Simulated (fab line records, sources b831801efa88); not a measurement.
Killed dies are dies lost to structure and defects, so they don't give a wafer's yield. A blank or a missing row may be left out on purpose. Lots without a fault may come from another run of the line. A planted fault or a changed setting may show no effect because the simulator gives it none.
fab line records | flow sky130
record lots=12 wafers=36 last_day=50
route steps=708 shown VIA4@652 PASSIVATION@691 PAD_OPEN@708
lots that met no fault: from a run of the same line without faults
start_h: hours from the record's first day to the start of the lot's first wafer shown | wait_h: hours since the lot's step before | " the same as in the row above | L1.1+2: a row that stands for several wafers | - no value, or no start given | * or withheld: withheld | < > ~ a bound
route shown NAME@n: a module of which the file shows steps, and the number in the route of the first | usual: mean/standard deviation of fault-free wafers | same: alike in all rows | chamber/n: place in a boat | sites: the reading at each site | _std_site: their standard deviation | _edge_site: outer sites' mean less inner sites' | radius_mm: how far each site lies from the wafer's centre | mask NAME#n: copy n | behind: the tool/chamber that last shaped the wafer | hold: why the lot was held/for how many hours/how that ended | device: the transistor (n, p or np) that didn't switch | end of line: the same wafers' tests at the end of the route | a step without rows: its recipe alone | killed: dies lost to structure and defects at the first sort, not the wafer's yield | map: a wafer's dies, x killed, . not, _ none there
set.NAME: the setting as run; set.NAME@STEP: as run at that earlier step | model.NAME: the simulator's own value behind a step, which no gauge read
steps of the route over a sample of lots; a table a step, a row a wafer
services: from which hour (start_h, from the record's first day; less than 0 if before it) a tool's chamber was out of use, for how many hours, and why
## steps
# step SKY_VIA4_STRIP_13
# recipe chemistry=O2/N2 power_w=1400 pressure_mtorr=1500 platen_temp_c=withheld o2_flow_sccm=3000 n2_flow_sccm=300 overash_fraction=0.5
# usual drypump_motor_current_A=5.8/0.31 oes_product_au=0.709/0.0048 strip_time_to_endpoint_s=12.788/0.029
# columns lot.wafer tool chamber start_h wait_h drypump_motor_current_A oes_product_au rf_hours_counter_h strip_time_to_endpoint_s
L254.1 plasma_asher-04 1 1012.81 - 5.7 0.715 120 12.718
L254.4 " 0 " " 5.3 0.710 - 12.803
L254.6 " 1 " " 5.7 0.713 - 12.802
L260.1 plasma_asher-02 0 1050.23 - 5.7 0.713 90 12.787
L260.4 " 0 " " 5.7 0.710 - 12.796
L260.5 " 1 " " 6.3 0.708 - 12.763
L258.2 plasma_asher-03 1 1050.36 - 6.1 0.710 29 12.836
L258.5 " 0 " " 6.0 0.707 - 12.795
L258.6 " 1 " " 6.1 0.710 - 12.812
L261.1 plasma_asher-02 1 1068.31 - 6.3 0.715 91 12.805
L261.2 " 0 " " 5.7 0.716 91 12.792
L261.6 " 0 " " 5.7 0.708 - 12.784
L263.2 plasma_asher-03 0 1074.71 - 5.9 0.706 32 12.755
L263.3 " 1 " " 6.1 0.707 - 12.788
L263.6 " 1 " " 6.1 0.699 - 12.770
L265.1 plasma_asher-02 1 1083.41 - 6.2 0.709 93 12.789
L265.4 " 1 " " 6.2 0.707 - 12.774
L265.5 " 1 " " 6.2 0.710 - 12.812
L266.1 plasma_asher-03 1 1089.46 - 6.1 0.714 33 12.779
L266.4 " 0 " " 5.9 0.707 - 12.756
L266.5 " 1 " " 6.1 0.716 - 12.733
L270.2 plasma_asher-04 0 1119.68 - 5.3 0.704 6 12.783
L270.4 " 0 " " 5.3 0.706 - 12.780
L270.6 " 0 " " 5.3 0.712 - 12.803
L272.2 plasma_asher-02 0 1124.26 - 5.7 0.707 97 12.769
L272.4 " 1 " " 6.3 0.705 - 12.788
L272.5 " 0 " " 5.7 0.710 - 12.754
L274.1 plasma_asher-02 1 1134.16 - 6.2 0.718 99 12.818
L274.4 " 0 " " 5.7 0.705 - 12.829
L274.5 " 1 " " 6.2 0.708 - 12.804
L275.1 plasma_asher-03 0 1140.68 - 5.9 0.705 39 12.809
L275.2 " 1 " " 6.1 0.710 39 12.790
L275.4 " 0 " " 5.9 0.713 - 12.781
L276.1 plasma_asher-03 1 1146.31 - 6.1 0.709 40 12.779
L276.2 " 0 " " 6.0 0.712 40 12.767
L276.5 " 0 " " 5.9 0.696 - 12.767
# step SKY_VIA4_SPUTTER_17
# recipe material=TiN target_thk_nm=20 chamber_pressure_pa=5 power_w=4000 time_s=80
# usual throttle_valve_pct=29.6/1.3
# columns lot.wafer tool chamber start_h wait_h throttle_valve_pct
L254.1 pvd_sputter-02 - 1013.41 0.0 30.1
L254.4 " - " " 31.9
L254.6 " - " " 32.0
L260.1 pvd_sputter-02 - 1050.90 0.0 29.7
L260.4 " - " " 27.7
L260.5 " - " " 27.9
L258.2 pvd_sputter-01 - 1051.00 0.0 29.3
L258.5 " - " " 30.1
L258.6 " - " " 29.0
L261.1 pvd_sputter-02 - 1068.97 0.0 30.2
L261.2 " - " " 32.0
L261.6 " - " " 32.1
L263.2 pvd_sputter-03 - 1075.40 0.0 29.1
L263.3 " - " " 29.6
L263.6 " - " " 30.9
L265.1 pvd_sputter-01 - 1084.01 0.0 29.9
L265.4 " - " " 29.4
L265.5 " - " " 29.3
L266.1 pvd_sputter-03 - 1090.05 0.0 30.7
L266.4 " - " " 31.0
L266.5 " - " " 28.8
L270.2 pvd_sputter-03 - 1120.33 0.0 30.7
L270.4 " - " " 30.8
L270.6 " - " " 31.1
L272.2 pvd_sputter-02 - 1124.85 0.0 30.4
L272.4 " - " " 29.7
L272.5 " - " " 27.8
L274.1 pvd_sputter-03 - 1134.79 0.0 30.8
L274.4 " - " " 29.3
L274.5 " - " " 28.9
L275.1 pvd_sputter-01 - 1141.89 0.0 27.6
L275.2 " - " " 29.4
L275.4 " - " " 29.3
L276.1 pvd_sputter-01 - 1146.91 0.0 27.9
L276.2 " - " " 30.0
L276.5 " - " " 29.9
# step SKY_PASSIVATION_DEVELOP_10
# recipe develop_time_s=60 dev_temp_c=23
# usual developer_temp_C=23.00/0.11 resist_line_temp_C=23.00/0.12
# columns lot.wafer tool chamber start_h wait_h developer_temp_C resist_line_temp_C
L254.1 litho_track-04 0 1060 - 22.85 22.85
L254.4 " 0 " " 23.03 22.86
L254.6 " 0 " " 22.95 22.85
L260.1 litho_track-04 0 1095 - 23.09 23.20
L260.4 " 0 " " 23.02 22.99
L260.5 " 0 " " 22.87 23.24
L258.2 litho_track-04 0 1095 - 22.82 23.07
L258.5 " 0 " " 22.75 22.91
L258.6 " 0 " " 22.87 22.94
L261.1 litho_track-01 0 1112 - 23.05 23.15
L261.2 " 0 " " 22.93 23.03
L261.6 " 0 " " 22.91 22.96
L263.2 litho_track-04 0 1118 - 23.11 23.10
L263.3 " 0 " " 23.10 23.25
L263.6 " 0 " " 23.05 22.88
L265.1 litho_track-04 0 1125 - 24.05 23.23
L265.4 " 0 1126 - 23.88 23.11
L265.5 " 0 " " 23.78 23.15
L266.1 litho_track-04 0 1131 - 24.06 23.13
L266.4 " 0 " " 23.97 22.98
L266.5 " 0 " " 23.97 23.16
L270.2 litho_track-01 0 1157 - 22.99 22.91
L270.4 " 0 " " 22.98 22.94
L270.6 " 0 " " 22.86 23.11
L272.2 litho_track-03 0 1163 - 22.92 22.90
L272.4 " 0 " " 23.08 22.94
L272.5 " 0 " " 23.05 22.89
L274.1 litho_track-01 0 1173 - 22.94 22.88
L274.4 " 0 " " 22.95 22.96
L274.5 " 0 " " 22.86 22.84
L275.1 litho_track-01 0 1177 - 23.12 22.87
L275.2 " 0 " " 22.99 22.98
L275.4 " 0 " " 22.98 22.99
L276.1 litho_track-03 0 1183 - 23.15 22.83
L276.2 " 0 " " 23.08 23.05
L276.5 " 0 1184 - 22.96 22.87
# step SKY_PASSIVATION_STRIP_12
# recipe chemistry=O2/N2 power_w=1400 pressure_mtorr=1500 platen_temp_c=withheld overash_fraction=0.7 o2_flow_sccm=3000 n2_flow_sccm=300
# usual drypump_motor_current_A=5.9/0.42 oes_product_au=0.661/0.0044 strip_time_to_endpoint_s=31.59/0.11
# columns lot.wafer tool chamber start_h wait_h drypump_motor_current_A oes_product_au rf_hours_counter_h strip_time_to_endpoint_s
L254.1 plasma_asher-02 0 1060.57 0.1 5.7 0.660 91 31.64
L254.4 " 0 " " 5.7 0.660 - 31.55
L254.6 " 0 " " 5.7 0.668 - 31.66
L260.1 plasma_asher-01 0 1095.47 0.1 6.3 0.662 67 31.52
L260.4 " 1 " " 5.2 0.656 - 31.63
L260.5 " 1 " " 5.2 0.659 - 31.58
L258.2 plasma_asher-03 1 1095.82 0.1 6.1 0.656 34 31.68
L258.5 " 1 " " 6.1 0.658 - 31.78
L258.6 " 0 " " 5.9 0.655 - 31.65
L261.1 plasma_asher-02 1 1112.74 0.1 6.2 0.661 95 31.63
L261.2 " 0 " " 5.7 0.668 95 31.68
L261.6 " 0 " " 5.7 0.652 - 31.63
L263.2 plasma_asher-01 1 1118.57 0.1 5.2 0.660 69 31.53
L263.3 " 0 " " 6.3 0.666 - 31.53
L263.6 " 0 " " 6.3 0.648 - 31.58
L265.1 plasma_asher-02 1 1126.22 0.1 6.2 0.660 97 31.62
L265.4 " 0 " " 5.7 0.659 - 31.56
L265.5 " 0 " " 5.7 0.664 - 31.42
L266.1 plasma_asher-03 0 1131.67 0.1 5.9 0.659 38 31.40
L266.4 " 1 " " 6.1 0.655 - 31.36
L266.5 " 0 " " 5.9 0.660 - 31.42
L270.2 plasma_asher-03 0 1158.04 0.1 5.9 0.663 41 31.33
L270.4 " 0 " " 5.9 0.657 - 31.49
L270.6 " 1 " " 6.1 0.663 - 31.40
L272.2 plasma_asher-01 0 1163.93 0.1 6.3 0.667 72 31.60
L272.4 " 1 " " 5.2 0.665 - 31.48
L272.5 " 0 " " 6.3 0.661 - 31.60
L274.1 plasma_asher-01 1 1173.64 0.1 5.2 0.660 73 31.45
L274.4 " 1 " " 5.2 0.661 - 31.40
L274.5 " 0 " " 6.3 0.658 - 31.59
L275.1 plasma_asher-03 0 1177.99 0.1 5.9 0.652 44 31.53
L275.2 " 1 " " 6.1 0.670 44 31.49
L275.4 " 1 " " 6.1 0.663 - 31.58
L276.1 plasma_asher-01 1 1184.20 0.1 5.2 0.666 74 31.54
L276.2 " 0 " " 6.3 0.658 74 31.65
L276.5 " 0 " " 6.3 0.665 - 31.54
# step SKY_PAD_OPEN_PROBE_99
# usual defect_limited_yield=82.9/1.9 killed_at_M0_to_M3=42/6.3 killed_at_M4_up=2.8/1.9 killed_at_contacts=23/5.3 killed_at_front_end=16/4.3 killed_at_other=0.2/0.51 killed_dies=84/9.3 killed_open=46/7.6 killed_short=38/6.3 sort_bin_3_pad_short=0.8/0.41 sort_bin_5_function=10.0/1.4 sort_bin_6_memory=6.2/1.1 sort_bin_8_speed=0.00/0.017 sort_n_pass=408/9.3 sort_yield_pct=82.9/1.9
# same gross_dies=492 killed_at_back_side=0 sort_bin_4_leakage[%]=0
# columns lot.wafer tool chamber start_h wait_h defect_limited_yield[%] killed_at_M0_to_M3 killed_at_M4_up killed_at_contacts killed_at_front_end killed_at_other killed_dies killed_open killed_short sort_bin_3_pad_short[%] sort_bin_5_function[%] sort_bin_6_memory[%] sort_bin_8_speed[%] sort_n_pass sort_yield_pct[%]
L258.2 prober-02 - 1118.78 0.1 82.7 55 3 15 12 0 85 49 36 0.6 11.8 4.9 0 407 82.7
L258.5 prober-02 - 1118.93 0.2 80.5 40 2 33 20 1 96 58 38 1.0 10.8 7.7 0 396 80.5
L258.6 prober-02 - 1118.98 0.2 84.3 44 4 17 12 0 77 50 27 0.4 7.7 7.5 0 415 84.3
L261.1 prober-01 - 1135.36 0.1 84.6 39 1 25 10 1 76 52 24 0.4 9.6 5.5 0 416 84.6
L261.2 prober-01 - 1135.41 0.1 84.8 40 1 21 12 1 75 43 32 0.2 9.1 5.9 0 417 84.8
L261.6 prober-01 - 1135.61 0.2 84.8 33 0 35 7 0 75 52 23 0.6 7.9 6.7 0 417 84.8
L270.2 prober-02 - 1178.00 0.1 84.1 35 2 25 16 0 78 32 46 1.4 7.1 7.3 0 414 84.1
L270.4 prober-02 - 1178.10 0.2 80.7 47 1 27 20 0 95 47 48 1.4 11.8 6.1 0 397 80.7
L270.6 prober-02 - 1178.20 0.2 76.4 51 3 42 20 0 116 69 47 0.8 13.6 9.1 0 376 76.4
L272.2 prober-01 - 1184.04 0.1 86.2 34 3 17 14 0 68 37 31 1.0 7.1 5.7 0 424 86.2
L272.4 prober-01 - 1184.14 0.2 83.5 42 1 22 16 0 81 43 38 1.0 9.8 5.7 0 411 83.5
L272.5 prober-01 - 1184.19 0.2 85.2 35 3 22 13 0 73 36 37 0.8 8.7 5.3 0 419 85.2
L274.1 prober-02 - 1192.67 0.1 81.3 42 6 22 22 0 92 38 54 1.8 11.2 5.7 0 400 81.3
L274.4 prober-02 - 1192.82 0.2 80.9 46 0 23 25 0 94 55 39 1.0 9.6 8.5 0 398 80.9
L274.5 prober-02 - 1192.87 0.2 79.1 53 2 25 22 1 103 59 44 1.0 12.0 7.9 0 389 79.1
# killed by level:class
L258.2 VIA1:geometric_particle:open=12 VIA3:geometric_particle:open=9 METAL2:geometric_particle:short=8 VIA1:geometric_particle:short=5 LI_CONTACT:geometric_particle:open=5 CONTACT:geometric_particle:open=5 VIA2:geometric_particle:open=5 FIELD_ISO:geometric_particle:open=4
L258.5 CONTACT:geometric_particle:open=13 VIA2:geometric_particle:open=12 VIA1:geometric_particle:open=8 POLY_GATE:geometric_particle:open=7 LI_CONTACT:geometric_particle:open=7 LI_CONTACT:geometric_particle:short=5 VIA3:geometric_particle:open=5 VIA1:geometric_particle:short=5
L258.6 VIA1:geometric_particle:open=16 VIA3:geometric_particle:open=7 CONTACT:geometric_particle:open=6 LI_CONTACT:geometric_particle:open=5 FIELD_ISO:geometric_particle:open=3 CONTACT:geometric_particle:short=3 METAL1:geometric_particle:short=3 METAL1:geometric_particle:open=3
L261.1 VIA1:geometric_particle:open=17 CONTACT:geometric_particle:open=10 LI_CONTACT:geometric_particle:open=8 VIA2:geometric_particle:open=5 METAL1:geometric_particle:short=4 FIELD_ISO:geometric_particle:open=3 POLY_GATE:geometric_particle:short=3 CONTACT:geometric_particle:short=3
L261.2 VIA1:geometric_particle:open=14 CONTACT:geometric_particle:open=8 LI_CONTACT:geometric_particle:open=6 VIA3:geometric_particle:open=5 METAL2:geometric_particle:short=4 VIA2:geometric_particle:short=4 LI_CONTACT:geometric_particle:short=3 FIELD_ISO:geometric_particle:short=3
L261.6 CONTACT:geometric_particle:open=17 VIA1:geometric_particle:open=10 LI_CONTACT:geometric_particle:open=9 VIA2:geometric_particle:open=6 VIA3:geometric_particle:open=6 CONTACT:geometric_particle:short=5 FIELD_ISO:geometric_particle:short=4 LOCAL_INTERCONNECT:geometric_particle:short=3
L270.2 CONTACT:geometric_particle:short=9 METAL2:geometric_particle:short=8 FIELD_ISO:geometric_particle:short=7 METAL1:geometric_particle:short=7 CONTACT:geometric_particle:open=6 VIA1:geometric_particle:open=5 VIA3:geometric_particle:open=4 LI_CONTACT:geometric_particle:open=4
L270.4 VIA2:geometric_particle:open=11 CONTACT:geometric_particle:open=9 METAL2:geometric_particle:short=8 LI_CONTACT:geometric_particle:open=7 FIELD_ISO:geometric_particle:short=6 METAL1:geometric_particle:short=6 VIA1:geometric_particle:open=6 POLY_GATE:geometric_particle:short=5
L270.6 CONTACT:geometric_particle:open=16 METAL1:geometric_particle:short=10 VIA1:geometric_particle:open=9 VIA2:geometric_particle:open=8 LI_CONTACT:geometric_particle:short=7 LOCAL_INTERCONNECT:geometric_particle:short=7 LI_CONTACT:geometric_particle:open=6 VIA3:geometric_particle:open=6
L272.2 VIA2:geometric_particle:open=11 VIA1:geometric_particle:open=7 LI_CONTACT:geometric_particle:open=6 VIA1:geometric_particle:short=6 CONTACT:geometric_particle:open=5 POLY_GATE:geometric_particle:short=4 CONTACT:geometric_particle:short=4 VIA3:geometric_particle:open=4
L272.4 VIA1:geometric_particle:open=13 LI_CONTACT:geometric_particle:open=9 METAL1:geometric_particle:short=7 CONTACT:geometric_particle:open=6 VIA3:geometric_particle:open=6 FIELD_ISO:geometric_particle:short=5 POLY_GATE:geometric_particle:short=5 VIA2:geometric_particle:open=4
L272.5 CONTACT:geometric_particle:open=9 POLY_GATE:geometric_particle:short=7 VIA3:geometric_particle:open=6 VIA1:geometric_particle:open=6 LOCAL_INTERCONNECT:geometric_particle:short=5 VIA2:geometric_particle:open=5 LI_CONTACT:geometric_particle:open=4 METAL2:geometric_particle:short=3
L274.1 CONTACT:geometric_particle:short=9 VIA1:geometric_particle:open=8 METAL2:geometric_particle:short=8 VIA3:geometric_particle:open=7 FIELD_ISO:geometric_particle:short=6 VIA1:geometric_particle:short=6 POLY_GATE:geometric_particle:short=5 CONTACT:geometric_particle:open=5
L274.4 FIELD_ISO:geometric_particle:open=13 CONTACT:geometric_particle:open=11 VIA1:geometric_particle:open=10 METAL2:geometric_particle:short=7 FIELD_ISO:geometric_particle:short=6 CONTACT:geometric_particle:short=6 VIA2:geometric_particle:open=6 VIA3:geometric_particle:open=6
L274.5 CONTACT:geometric_particle:open=11 VIA1:geometric_particle:open=11 VIA2:geometric_particle:open=9 VIA3:geometric_particle:open=8 METAL1:geometric_particle:short=7 FIELD_ISO:geometric_particle:short=6 VIA2:geometric_particle:short=6 METAL2:geometric_particle:short=6
## services
# columns tool chamber start_h hours kind
pvd_sputter-02 - 993.35 5.5 repair
pvd_sputter-03 - 995.67 5.6 repair
plasma_asher-04 - 1002.17 1.3 repair
plasma_asher-01 - 1012.65 1.5 repair
pvd_sputter-02 - 1015.64 4.9 repair
pvd_sputter-02 - 1048.61 1.5 repair
plasma_asher-04 - 1049.25 4.8 repair
plasma_asher-04 - 1055.25 9.0 pm
plasma_asher-04 0 1055.25 9.0 vent_cycle
plasma_asher-04 1 1055.25 9.0 vent_cycle
plasma_asher-04 0 1064.25 - clean
plasma_asher-04 1 1064.25 - clean
plasma_asher-02 - 1072.06 0.5 repair
pvd_sputter-02 - 1075.05 1.3 repair
plasma_asher-01 - 1112.49 2.8 pm
plasma_asher-01 - 1119.76 14.6 pm
plasma_asher-04 - 1120.76 15.6 pm
plasma_asher-02 - 1124.73 1.1 repair
plasma_asher-04 - 1143.23 0.8 repair
plasma_asher-02 - 1159.59 24.9 repair
## key
first_sign step=SKY_PASSIVATION_DEVELOP_10 reading=developer_temp_C direction=up sigmas=9 usual=* struck=*
effect none on later readings
met_at SKY_PASSIVATION_DEVELOP_10
struck_lots L265,L266
not_acting_at SKY_VIA4_STRIP_13,SKY_VIA4_SPUTTER_17,SKY_PASSIVATION_STRIP_12
onset_between 1118 1125
fault kind=process_parameter_drift tool=litho_track-04 chamber=- onset_h=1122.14 steps=SKY_PASSIVATION_DEVELOP_10 channel=dev_temp_c offset=* shape=step end_h=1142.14 acts_in=* stated=*
